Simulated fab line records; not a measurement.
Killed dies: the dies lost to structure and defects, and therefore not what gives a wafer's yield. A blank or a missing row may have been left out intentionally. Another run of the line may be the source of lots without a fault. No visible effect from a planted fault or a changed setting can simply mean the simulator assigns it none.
Matching of chambers    flow gf180mcu    rie diel-01 running GF_V4_ETCH_16: 4 sister chambers
The step etches BARC in N2/H2. 8 wafers are shown with their chamber, then 7 later ones without.

WAFERS PAIRED WITH THEIR CHAMBERS
wafer   chamber  throttle valve pct (%)  oes product au (a.u.)
L083.1  2        13.228                  0.855
L083.6  3        13.236                  0.858
L085.1  2        13.235                  0.860
L085.4  3        13.237                  0.851
L087.5  0        13.223                  0.858
L087.6  1        13.215                  0.857
L090.1  0        13.219                  0.862
L090.3  1        13.222                  0.862

WAFERS WITH NO CHAMBER GIVEN
wafer   throttle valve pct (%)  oes product au (a.u.)
L090.6  13.233                  0.851
L095.1  13.247                  0.858
L095.3  13.232                  0.851
L095.6  13.242                  0.862
L097.1  13.227                  0.853
L097.2  13.230                  0.858
L097.4  13.204                  0.858

WHICH CHAMBER EACH WENT THROUGH
wafer   from the rows above                in truth
L090.6  can't be placed: 3 or 2            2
L095.1  can't be placed: 3 or 2            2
L095.3  can't be placed: 3 or 2            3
L095.6  can't be placed: 3 or 2            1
L097.1  can't be placed: 2 or 0 or 3 or 1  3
L097.2  can't be placed: 2 or 3            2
L097.4  can't be placed: 1 or 0            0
0 of 7 placed correctly. Not placeable from these rows: 7 (in 6, the candidates include the true chamber). Wrongly placed: 0.
How it was worked out, from the rows above alone: a wafer's distance from a chamber is the root of the sum, over the readings, of the square of ((its reading less the chamber's mean) divided by the reading's scatter). If the next closest chamber is less than 2 further off than the closest, the wafer can't be placed; otherwise it belongs to the closest. For every chamber, the mean is computed from those of its wafers that are shown. The scatter: take each reading less its chamber's mean, square it, sum over the shown wafers, divide by the number of wafers less the number of chambers, and take the root.
